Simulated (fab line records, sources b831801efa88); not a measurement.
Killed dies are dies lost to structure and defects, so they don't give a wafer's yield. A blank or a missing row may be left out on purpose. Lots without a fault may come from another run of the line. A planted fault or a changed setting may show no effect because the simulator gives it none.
fab line records | flow sky130
record lots=10 wafers=30 last_day=50
route steps=708 shown RES_XHIGH@340 SD_N@350 LI_CONTACT@374 LOCAL_INTERCONNECT@387 PAD_OPEN@708
lots that met no fault: from a run of the same line without faults
start_h: hours from the record's first day to the start of the lot's first wafer shown | wait_h: hours since the lot's step before | " the same as in the row above | L1.1+2: a row that stands for several wafers | - no value, or no start given | * or withheld: withheld | < > ~ a bound
route shown NAME@n: a module of which the file shows steps, and the number in the route of the first | usual: mean/standard deviation of fault-free wafers | same: alike in all rows | chamber/n: place in a boat | sites: the reading at each site | _std_site: their standard deviation | _edge_site: outer sites' mean less inner sites' | radius_mm: how far each site lies from the wafer's centre | mask NAME#n: copy n | behind: the tool/chamber that last shaped the wafer | hold: why the lot was held/for how many hours/how that ended | device: the transistor (n, p or np) that didn't switch | end of line: the same wafers' tests at the end of the route | a step without rows: its recipe alone | killed: dies lost to structure and defects at the first sort, not the wafer's yield | map: a wafer's dies, x killed, . not, _ none there
set.NAME: the setting as run; set.NAME@STEP: as run at that earlier step | model.NAME: the simulator's own value behind a step, which no gauge read
steps of the route over a sample of lots; a table a step, a row a wafer
services: from which hour (start_h, from the record's first day; less than 0 if before it) a tool's chamber was out of use, for how many hours, and why
## steps
# step SKY_RES_XHIGH_STRIP_08
# recipe chemistry=O2/N2 power_w=1400 pressure_mtorr=1500 platen_temp_c=withheld o2_flow_sccm=3000 n2_flow_sccm=300 overash_fraction=0.5
# usual drypump_motor_current_A=5.9/0.62 oes_product_au=0.711/0.0042 strip_time_to_endpoint_s=14.27/0.047
# columns lot.wafer tool chamber start_h wait_h drypump_motor_current_A oes_product_au rf_hours_counter_h strip_time_to_endpoint_s
L510.3 plasma_asher-04 1 610.19 0.1 5.3 0.714 - 14.27
L510.5 " 1 " " 5.3 0.711 - 14.30
L510.6 " 0 " " 6.5 0.709 - 14.32
L512.2 plasma_asher-02 1 620.25 0.1 6.5 0.710 18 14.31
L512.4 " 1 " " 6.5 0.713 - 14.32
L512.6 " 1 " " 6.5 0.708 - 14.31
L516.1 plasma_asher-04 1 657.65 0.1 5.3 0.707 53 14.27
L516.3 " 1 " " 5.3 0.710 - 14.32
L516.4 " 0 " " 6.5 0.715 - 14.26
L519.1 plasma_asher-03 0 689.47 0.1 6.6 0.713 86 14.28
L519.2 " 1 " " 5.5 0.710 86 14.29
L519.4 " 0 " " 6.7 0.713 - 14.35
L520.1 plasma_asher-02 1 700.43 0.1 6.5 0.715 26 14.30
L520.2 " 0 " " 5.2 0.712 26 14.30
L520.4 " 1 " " 6.6 0.715 - 14.32
L521.1 plasma_asher-04 0 701.88 0.1 6.5 0.708 58 14.25
L521.4 " 0 " " 6.5 0.712 - 14.30
L521.5 " 1 " " 5.3 0.715 - 14.25
L523.1 plasma_asher-02 0 713.95 0.1 5.2 0.719 27 14.18
L523.3 " 1 " " 6.5 0.705 - 14.18
L523.5 " 1 " " 6.6 0.706 - 14.18
L533.1 plasma_asher-03 0 808.33 0.1 6.7 0.714 98 14.24
L533.2 " 1 " " 5.5 0.713 98 14.27
L533.4 " 1 " " 5.5 0.710 - 14.24
L530.3 plasma_asher-04 0 808.34 0.1 6.5 0.703 - 14.21
L530.4 " 1 " " 5.4 0.709 - 14.21
L530.6 " 0 " " 6.5 0.703 - 14.22
L529.2 plasma_asher-02 1 810.63 0.1 6.5 0.712 37 14.32
L529.5 " 1 " " 6.5 0.714 - 14.28
L529.6 " 0 " " 5.2 0.717 - 14.29
# step SKY_SD_N_OVL_MEAS_08
# usual SD_N_OVL=0.7/1.4
# columns lot.wafer tool chamber start_h wait_h SD_N_OVL[nm]
L510.3 overlay-01 - 639.37 0.1 1.5
L510.5 " - " " 0.6
L510.6 " - " " 1.1
L512.2 overlay-01 - 648.53 0.1 -0.4
L512.4 " - " " 0.9
L512.6 " - " " -0.2
L516.1 overlay-01 - 686.61 0.1 -0.2
L516.3 " - " " 2.5
L516.4 " - " " 0.4
L519.1 overlay-02 - 716.35 0.1 1.1
L519.2 " - " " 0.7
L519.4 " - " " 0.1
L520.1 overlay-02 - 727.45 0.1 1.2
L520.2 " - " " 1.0
L520.4 " - " " -0.7
L521.1 overlay-02 - 728.91 0.1 0.3
L521.4 " - " " 1.6
L521.5 " - " " 0.8
L523.1 overlay-02 - 741.17 0.1 -0.1
L523.3 " - " " 0.8
L523.5 " - " " 1.2
L530.3 overlay-02 - 834.22 0.1 2.1
L530.4 " - " " 0.7
L530.6 " - " " 2.0
L533.1 overlay-02 - 834.51 0.1 0.7
L533.2 " - " " 1.0
L533.4 " - " " 0.4
L529.2 overlay-02 - 836.81 0.1 -0.1
L529.5 " - " " -0.1
L529.6 " - " " -1.7
# step SKY_LI_CONTACT_CD_MEAS_12
# recipe target_cd_nm=170
# usual cd_nm=170.0/1.6
# columns lot.wafer tool chamber start_h wait_h cd_nm
L510.3 cd_sem-02 - 669.41 - 170.9
L510.5 " - " " 169.5
L510.6 " - " " 170.1
L512.2 cd_sem-01 - 678.90 - 168.9
L512.4 " - " " 169.7
L512.6 " - " " 168.3
L516.1 cd_sem-02 - 715.72 - 168.5
L516.3 " - " " 168.3
L516.4 " - " " 167.4
L519.1 cd_sem-01 - 745.62 - 172.8
L519.2 " - " " 172.8
L519.4 " - " " 173.2
L520.1 cd_sem-01 - 755.99 - 170.7
L520.2 " - " " 169.9
L520.4 " - " " 169.4
L521.1 cd_sem-02 - 757.18 - 170.3
L521.4 " - " " 169.6
L521.5 " - " " 169.8
L523.1 cd_sem-02 - 769.97 - 172.3
L523.3 " - " " 172.8
L523.5 " - " " 172.2
L530.3 cd_sem-02 - 861.96 - 170.6
L530.4 " - " " 173.3
L530.6 " - " " 171.8
L533.1 cd_sem-01 - 862.54 - 167.2
L533.2 " - " " 168.7
L533.4 " - " " 168.2
L529.2 cd_sem-02 - 864.76 - 169.4
L529.5 " - " " 170.3
L529.6 " - " " 171.0
# step SKY_LOCAL_INTERCONNECT_SPUTTER_00
# recipe material=TiN target_thk_nm=100 temp_c=300 power_w=6500 time_s=83.3 chamber_pressure_pa=0.4
# usual throttle_valve_pct=30.2/0.68
# columns lot.wafer tool chamber start_h wait_h throttle_valve_pct
L510.3 pvd_sputter-02 - 670.69 0.2 30.7
L510.5 " - " " 30.9
L510.6 " - " " 31.6
L512.2 pvd_sputter-04 - 680.20 0.2 30.6
L512.4 " - " " 30.9
L512.6 " - " " 29.4
L516.1 pvd_sputter-03 - 717.04 0.1 29.8
L516.3 " - " " 30.1
L516.4 " - " " 29.8
L519.1 pvd_sputter-03 - 748.45 0.1 30.0
L519.2 " - " " 29.7
L519.4 " - " " 30.6
L520.1 pvd_sputter-03 - 757.32 0.2 30.2
L520.2 " - " " 29.6
L520.4 " - " " 30.3
L521.1 pvd_sputter-04 - 758.52 0.2 30.8
L521.4 " - " " 30.9
L521.5 " - " " 30.9
L523.1 pvd_sputter-03 - 771.31 0.1 30.2
L523.3 " - " " 30.5
L523.5 " - " " 29.8
L530.3 pvd_sputter-04 - 863.24 0.1 30.7
L530.4 " - " " 31.0
L530.6 " - " " 30.8
L533.1 pvd_sputter-03 - 863.86 0.2 30.4
L533.2 " - " " 29.6
L533.4 " - " " 29.8
L529.2 pvd_sputter-02 - 866.06 0.1 30.9
L529.5 " - " " 29.4
L529.6 " - " " 31.3
# step SKY_LOCAL_INTERCONNECT_RS_MEAS_01
# recipe thk_meas_gauge=four-point-probe reads=TiN_of_LOCAL_INTERCONNECT_SPUTTER_00
# usual LOCAL_INTERCONNECT_TIN_RS=14.19/0.21
# columns lot.wafer tool chamber start_h wait_h LOCAL_INTERCONNECT_TIN_RS[ohm/sq]
L510.3 film_metro-02 - 670.79 0.1 14.00
L510.5 " - " " 14.01
L510.6 " - " " 14.13
L512.2 film_metro-02 - 680.29 0.1 14.17
L512.4 " - " " 13.99
L512.6 " - " " 14.18
L516.1 film_metro-01 - 717.11 0.0 14.21
L516.3 " - " " 14.24
L516.4 " - " " 14.72
L519.1 film_metro-04 - 748.51 0.0 10.42
L519.2 " - " " 14.46
L519.4 " - " " 14.26
L520.1 film_metro-01 - 757.39 0.0 10.50
L520.2 " - " " 14.67
L520.4 " - " " 14.28
L521.1 film_metro-02 - 758.58 0.0 14.37
L521.4 " - " " 14.02
L521.5 " - " " 14.10
L523.1 film_metro-04 - 771.37 0.0 10.38
L523.3 " - " " 14.08
L523.5 " - " " 14.41
L530.3 film_metro-04 - 863.35 0.1 14.25
L530.4 " - " " 14.09
L530.6 " - " " 14.11
L533.1 film_metro-02 - 863.92 0.0 14.49
L533.2 " - " " 14.28
L533.4 " - " " 14.74
L529.2 film_metro-01 - 866.14 0.1 14.09
L529.5 " - " " 14.21
L529.6 " - " " 14.14
# step SKY_LOCAL_INTERCONNECT_THK_MEAS_02
# recipe thk_meas_gauge=xrf reads=TiN_of_LOCAL_INTERCONNECT_SPUTTER_00
# usual LOCAL_INTERCONNECT_TIN_THK=99.1/1.3
# columns lot.wafer tool chamber start_h wait_h LOCAL_INTERCONNECT_TIN_THK[nm]
L510.3 film_metro-02 - 670.89 0.1 100.9
L510.5 " - " " 100.5
L510.6 " - " " 99.3
L512.2 film_metro-02 - 680.40 0.1 99.4
L512.4 " - " " 100.7
L512.6 " - " " 99.3
L516.1 film_metro-01 - 717.23 0.1 99.4
L516.3 " - " " 99.0
L516.4 " - " " 96.0
L519.1 film_metro-04 - 748.63 0.1 132.7
L519.2 " - " " 97.1
L519.4 " - " " 98.6
L520.1 film_metro-01 - 757.51 0.1 131.9
L520.2 " - " " 96.0
L520.4 " - " " 98.8
L521.1 film_metro-02 - 758.70 0.1 98.4
L521.4 " - " " 100.9
L521.5 " - " " 99.9
L523.1 film_metro-04 - 771.49 0.1 133.6
L523.3 " - " " 99.6
L523.5 " - " " 97.9
L530.3 film_metro-04 - 863.45 0.1 98.2
L530.4 " - " " 99.2
L530.6 " - " " 98.9
L533.1 film_metro-02 - 864.04 0.1 97.9
L533.2 " - " " 99.6
L533.4 " - " " 96.2
L529.2 film_metro-01 - 866.25 0.1 99.7
L529.5 " - " " 99.0
L529.6 " - " " 99.3
# step SKY_LOCAL_INTERCONNECT_METAL_ETCH_14
# recipe target_depth_nm=110 stop_on=PSG chemistry=Cl2/BCl3 target=TiN resist_sidewall_deg=88 pressure_mtorr=10 icp_w=900 bias_w=48.5 Cl2_flow_sccm=60 bcl3_flow_sccm=30 time_s=31.4
# usual bcl3_flow_sccm=30.02/0.081 drypump_motor_current_A=6.3/0.32 oes_product_au=0.939/0.0086 throttle_valve_pct=21.903/0.01
# same time_s=31.4
# columns lot.wafer tool chamber start_h wait_h bcl3_flow_sccm drypump_motor_current_A oes_product_au rf_hours_counter_h throttle_valve_pct
L510.3 rie_metal-02 0 699.92 0.0 30.10 6.6 0.946 - 21.908
L510.5 " 0 " " 30.07 6.6 0.941 - 21.897
L510.6 " 1 " " 30.02 6.5 0.942 - 21.906
L512.2 rie_metal-02 1 709.19 0.0 30.04 6.5 0.942 10 21.903
L512.4 " 0 " " 30.02 6.6 0.953 - 21.892
L512.6 " 1 " " 30.05 6.6 0.932 - 21.883
L516.1 rie_metal-02 0 744.80 0.0 30.14 6.6 0.934 14 21.906
L516.3 " 1 " " 30.06 6.5 0.940 - 21.911
L516.4 " 0 " " 30.04 6.6 0.928 - 21.906
L519.1 rie_metal-03 0 776.07 0.1 30.10 6.3 0.991 7 21.876
L519.2 " 0 " " 29.87 6.3 0.931 - 21.922
L519.4 " 0 " " 30.01 6.3 0.933 - 21.898
L520.1 rie_metal-02 1 784.29 0.0 30.04 6.5 1.007 13 21.871
L520.2 " 0 " " 30.02 6.6 0.924 16 21.915
L520.4 " 0 " " 30.05 6.6 0.941 - 21.897
L521.1 rie_metal-03 0 785.89 0.1 30.03 6.3 0.932 8 21.908
L521.4 " 0 " " 30.08 6.3 0.943 - 21.904
L521.5 " 0 " " 29.95 6.3 0.937 - 21.893
L523.1 rie_metal-03 1 798.26 0.0 30.06 5.8 1.022 0 21.853
L523.3 " 0 " " 30.01 6.3 0.941 - 21.895
L523.5 " 0 " " 29.97 6.3 0.933 - 21.911
L530.3 rie_metal-03 1 889.12 0.1 29.74 5.8 0.928 - 21.916
L530.4 " 1 " " 29.93 5.8 0.946 - 21.917
L530.6 " 1 " " 29.91 5.8 0.942 - 21.918
L533.1 rie_metal-02 1 889.81 0.0 30.13 6.6 0.914 18 21.903
L533.2 " 0 " " 30.04 6.6 0.938 3 21.914
L533.4 " 0 " " 30.03 6.6 0.923 - 21.922
L529.2 rie_metal-02 0 892.75 0.1 30.20 6.6 0.945 - 21.919
L529.5 " 0 " " 30.03 6.6 0.942 - 21.911
L529.6 " 0 " " 30.02 6.6 0.942 - 21.891
# step SKY_PAD_OPEN_PROBE_99
# usual killed_at_M0_to_M3=43/6.8 killed_at_M4_up=3.2/1.9 killed_at_contacts=24/5 killed_at_front_end=16/4.9 killed_at_other=0.4/0.76 killed_dies=87/10 killed_open=47/7.3 killed_short=39/6.2
# same gross_dies=492 killed_at_back_side=0
# columns lot.wafer tool chamber start_h wait_h killed_at_M0_to_M3 killed_at_M4_up killed_at_contacts killed_at_front_end killed_at_other killed_dies killed_open killed_short
L521.1 prober-01 - 1135.59 0.1 45 2 20 20 0 87 43 44
L521.4 prober-01 - 1135.74 0.2 49 2 24 25 0 100 60 40
L521.5 prober-01 - 1135.79 0.2 42 4 24 10 1 81 49 32
# killed by level:class
L521.1 FIELD_ISO:geometric_particle:short=10 VIA2:geometric_particle:open=9 CONTACT:geometric_particle:open=8 VIA1:geometric_particle:open=8 METAL2:geometric_particle:short=7 VIA3:geometric_particle:open=6 FIELD_ISO:geometric_particle:open=5 VIA3:geometric_particle:short=5
L521.4 CONTACT:geometric_particle:open=12 VIA3:geometric_particle:open=10 FIELD_ISO:geometric_particle:open=7 METAL3:geometric_particle:short=7 METAL2:geometric_particle:open=6 VIA2:geometric_particle:open=6 FIELD_ISO:geometric_particle:short=5 POLY_GATE:geometric_particle:open=5
L521.5 CONTACT:geometric_particle:open=12 VIA2:geometric_particle:open=8 METAL2:geometric_particle:short=8 LI_CONTACT:geometric_particle:open=7 VIA3:geometric_particle:open=7 VIA1:geometric_particle:open=6 FIELD_ISO:geometric_particle:short=5 METAL4:geometric_particle:short=4
## services
# columns tool chamber start_h hours kind
rie_metal-03 0 586.58 15.4 repair
pvd_sputter-02 - 608.65 3.3 repair
pvd_sputter-03 - 633.66 3.9 repair
pvd_sputter-04 - 634.36 1.7 repair
pvd_sputter-04 - 670.41 0.5 repair
rie_metal-03 0 671.89 9.5 repair
plasma_asher-03 - 679.48 0.5 repair
pvd_sputter-02 - 732.71 4.8 repair
rie_metal-02 1 749.54 1.0 repair
rie_metal-03 - 766.17 2.8 pm
rie_metal-02 0 799.34 - clean
rie_metal-02 0 799.34 23.6 scheduled_down
rie_metal-02 0 799.34 23.6 vent_cycle
pvd_sputter-03 - 816.46 1.0 repair
rie_metal-03 - 820.65 0.4 repair
plasma_asher-04 - 822.83 26.3 repair
plasma_asher-03 - 823.49 0.8 repair
plasma_asher-04 - 830.65 1.9 repair
pvd_sputter-04 - 848.46 4.0 repair
pvd_sputter-04 - 848.78 3.6 repair
plasma_asher-04 - 849.17 2.8 pm
rie_metal-03 0 888.68 1.4 repair
rie_metal-02 1 892.36 - clean
rie_metal-02 1 892.36 15.1 scheduled_down
## key
first_sign step=SKY_LOCAL_INTERCONNECT_RS_MEAS_01 reading=LOCAL_INTERCONNECT_TIN_RS direction=down sigmas=18 usual=14.19 struck=10.43
effect step=SKY_LOCAL_INTERCONNECT_THK_MEAS_02 reading=LOCAL_INTERCONNECT_TIN_THK direction=up sigmas=25 usual=99.1 struck=132.7
effect step=SKY_LOCAL_INTERCONNECT_METAL_ETCH_14 reading=oes_product_au direction=up sigmas=7.9 usual=0.939 struck=1.007
met_at SKY_LOCAL_INTERCONNECT_SPUTTER_00
struck_lots L519,L520,L523
struck_wafers L519.1,L520.1,L523.1
tester_left_out L519,L520,L523
not_acting_at SKY_RES_XHIGH_STRIP_08,SKY_SD_N_OVL_MEAS_08,SKY_LI_CONTACT_CD_MEAS_12
onset_between 717.04 748.45
fault kind=process_parameter_drift tool=pvd_sputter-03 chamber=- onset_h=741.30 steps=SKY_LOCAL_INTERCONNECT_SPUTTER_00 channel=target_thk_nm offset=34.189 shape=step end_h=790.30 scope=struck_wafers_only acts_in=these_recipes_only stated=100
# tester_left_out: of these lots the tester's yield and bins aren't shown, on N5 and GAA mostly nor the transistor test; their killed dies are dies lost to structure and defects alone, not to doping, threshold or leakage, so they don't give the yield
